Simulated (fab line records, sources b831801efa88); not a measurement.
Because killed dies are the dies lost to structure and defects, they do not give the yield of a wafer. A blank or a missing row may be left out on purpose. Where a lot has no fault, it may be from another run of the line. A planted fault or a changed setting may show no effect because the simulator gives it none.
A struck lot beside a sound one	flow sky130	44 out of 708 route steps
Sound: the wafers L747.1, L747.2, L747.6. Struck: wafer L756.4. (L756.1, L756.2 of the same lot were not struck and are left out.) The cause comes at the end.
Each step with rows lists, per side, the tool, then ch with its chambers, then its first start. Under that, the readings that differ: sound wafers	struck wafers	difference of the means	sigmas: that difference in standard deviations of wafers without a fault.
alike: words and numbers the same on both sides, and readings whose means are apart by under 2 such deviations; not compared: readings that were withheld, readings missing a value for some wafer, numbers with overlapping values and no deviation given by the record, and bounds like >300 which may hide the same value.
A row with sigmas, a row that says differs or no value, or rows on one side alone: a step with any of these is where the two part. Numbers that have no deviation but don't overlap get no sigmas and don't part them. A reading that every wafer of one side lacks parts them only if that side has two wafers or more.

first, 2 steps without rows for these wafers: SKY_VIA2_CLEAN_18 (cleans in IPA, time 180 s); SKY_VIA2_CLEAN_19 (cleans in O3/DIW).
SKY_VIA2_SPUTTER_20: material TiN, target thk 20 nm, time 80 s.
  struck on pvd sputter-01, day 38 16:38; sound on pvd sputter-02, day 35 22:35
  alike: throttle valve pct
SKY_VIA2_CVD_21: deposits W, target thk 420 nm, time 126.4 s.
  sound on cvd w-01 ch 0,1, day 35 22:38; struck on cvd w-01 ch 1, day 38 16:41
  alike: heater power w
SKY_VIA2_RS_MEAS_22: uses a four-point probe to measure.
  struck on film metro-03, day 38 16:49; sound on film metro-03, day 35 22:47
  alike: VIA2_W_RS
SKY_VIA2_THK_MEAS_23: measures by xrf.
  struck on film metro-03, day 38 16:56; sound on film metro-03, day 35 22:54
  alike: VIA2_W_THK
then, 4 steps without rows for these wafers: SKY_VIA2_CMP_24 (polishes, stops on SiO2, t overpolish 20 s, target thk 0 nm); SKY_METAL3_SPUTTER_00 (material Ti, target thk 15 nm, time 10 s); SKY_METAL3_SPUTTER_01 (material TiN, target thk 20 nm, time 16.7 s); SKY_METAL3_SPUTTER_02 (material AlCu, target thk 735 nm, time 39.1 s).
SKY_METAL3_SPUTTER_03: material Ti, target thk 5 nm, time 3.3 s.
  struck on pvd sputter-04, day 38 17:23; sound on pvd sputter-01, day 35 23:20
  alike: throttle valve pct
then, 1 step without rows for these wafers: SKY_METAL3_SPUTTER_04 (material TiN, target thk 70 nm, time 58.3 s).
SKY_CAPM_CVD_00: deposits SiO2, target thk 15.5 nm.
  sound on pecvd-02 ch 0,1,2, day 35 23:25; struck on pecvd-02 ch 1, day 38 17:27
reading	sound	struck	difference	sigmas
model.SiO2_of_CAPM_CVD_00.thk nm (nm)	15.58 15.24 15.55	22.91	+7.45	
  alike: heater power w
SKY_CAPM_THK_MEAS_01:
  struck on film metro-04, day 38 17:29; sound on film metro-04, day 35 23:26
reading	sound	struck	difference	sigmas
CAPM_CVD_00_THK (nm)	15.58 15.27 15.60	22.90	+7.42	+31
then, 1 step without rows for these wafers: SKY_CAPM_SPUTTER_02 (material TiN, target thk 200 nm, time 166.7 s).
SKY_CAPM_RS_MEAS_03: uses a four-point probe to measure.
  struck on film metro-02, day 38 17:38; sound on film metro-02, day 35 23:36
  alike: CAPM_TIN_RS
SKY_CAPM_THK_MEAS_04: measures by xrf.
  struck on film metro-02, day 38 17:46; sound on film metro-02, day 35 23:43
  alike: CAPM_TIN_THK
then, 7 steps without rows for these wafers: SKY_CAPM_DEHYDRATE_05 (time 60 s); SKY_CAPM_HMDS_06 (prime time 60 s); SKY_CAPM_COAT_07 (resist thk 1140 nm); SKY_CAPM_SOFTBAKE_08 (time 60 s); SKY_CAPM_EXPOSE_09 (exposes mask CAPM, target cd 1000 nm); SKY_CAPM_PEB_10; SKY_CAPM_DEVELOP_11 (develop time 60 s).
SKY_CAPM_OVL_MEAS_12:
  struck on overlay-02, day 39 20:01; sound on overlay-01, day 37 01:49
  alike: CAPM_OVL
SKY_CAPM_METAL_ETCH_13: etches TiN in Cl2/BCl3, stops on SiO2, target depth 220 nm, time 62.9 s.
  sound on rie metal-03 ch 0,1, day 37 01:51; struck on rie metal-03 ch 0, day 39 20:04
  alike: bcl3 flow sccm, drypump motor current A, oes product au, throttle valve pct
  not compared: rf hours counter h
then, 12 steps without rows for these wafers: SKY_CAPM_STRIP_14 (strips in O2/N2); SKY_CAPM_STRIP_15 (strips in post etch residue remover, time 1200 s); SKY_CAPM_CLEAN_16 (cleans in IPA, time 180 s); SKY_CAPM_CLEAN_17 (cleans in O3/DIW); SKY_METAL3_DEHYDRATE_05 (time 60 s); SKY_METAL3_HMDS_06 (prime time 60 s); SKY_METAL3_COAT_07 (resist thk 60 nm); SKY_METAL3_COAT_08 (resist thk 1140 nm); SKY_METAL3_SOFTBAKE_09 (time 90 s); SKY_METAL3_EXPOSE_10 (exposes mask MM3, target cd 300 nm); SKY_METAL3_PEB_11; SKY_METAL3_DEVELOP_12 (develop time 60 s).
SKY_METAL3_CD_MEAS_13 targets a cd of 300 nm.
  struck on cd sem-01, day 40 23:19; sound on cd sem-02, day 38 04:33
  alike: cd nm
SKY_METAL3_OVL_MEAS_14:
  struck on overlay-01, day 40 23:26; sound on overlay-01, day 38 04:40
  alike: METAL3_OVL
then, 1 step without rows for these wafers: SKY_METAL3_DESCUM_15 (chemistry O2, time 8 s).
SKY_METAL3_ETCH_16: etches BARC in N2/H2, stops on SiO2, time 88.2 s, target depth 60 nm.
  sound on rie metal-01 ch 0, day 38 04:46; struck on rie metal-01 ch 1, day 40 23:30
  alike: drypump motor current A, n2 flow sccm, oes product au, throttle valve pct
  not compared: rf hours counter h
SKY_METAL3_ETCH_17: etches SiO2 in C4F8/O2/Ar, stops on TiN, time 3.9 s, target depth 15 nm.
  sound on rie diel-02 ch 1,2,3, day 38 04:58; struck on rie diel-02 ch 3, day 40 23:36
reading	sound	struck	difference	sigmas
oes product au (a.u.)	0.752 0.749 0.756	0.926	+0.174	+23
model.etch.depth nm (nm)	15.58 15.24 15.55	22.91	+7.45	
  not compared: rf hours counter h
-- the record jumps here: 7 days lie between the struck wafers' starts before and after (it left off in module METAL3 and takes up again in module PAD_OPEN, whose first step shown is number 708 of the route) --
SKY_PAD_OPEN_PROBE_99:
  struck on prober-01, day 47 19:55; sound on prober-02, day 45 15:59
reading	sound	struck	difference	sigmas
model.etest.tester.sort n pass	406 412 405	0	-408	
model.etest.tester.sort yield pct (%)	82.52 83.74 82.32	0	-83	
model.etest.tester.sort_bin_5_pct (%)	11.38 10.98 10.98	93.09	+81.98	
model.etest.cap mim.bv v (V)	14.08 13.29 13.82	20.39	+6.66	
model.etest.cap mim.leak log10 a cm2	-9.06 -8.957 -9.014	-10.21	-1.20	
model.etest.cap mim.c ff um2	2.322 2.364 2.321	1.589	-0.747	
model.etest.tester.sort_bin_8_pct (%)	0 0 0	1.821e-08	+1.821e-08	
  alike: defect limited yield, killed_at_M0_to_M3, killed_at_M4_up, killed at contacts, killed at front end, killed at other, killed dies, killed open, killed short

WHERE THEY PART
First at SKY_CAPM_THK_MEAS_01; last, within this record, at SKY_METAL3_ETCH_17. Later steps at which nothing parts them and some readings are alike: SKY_PAD_OPEN_PROBE_99.

WHY: whatever the simulator had introduced
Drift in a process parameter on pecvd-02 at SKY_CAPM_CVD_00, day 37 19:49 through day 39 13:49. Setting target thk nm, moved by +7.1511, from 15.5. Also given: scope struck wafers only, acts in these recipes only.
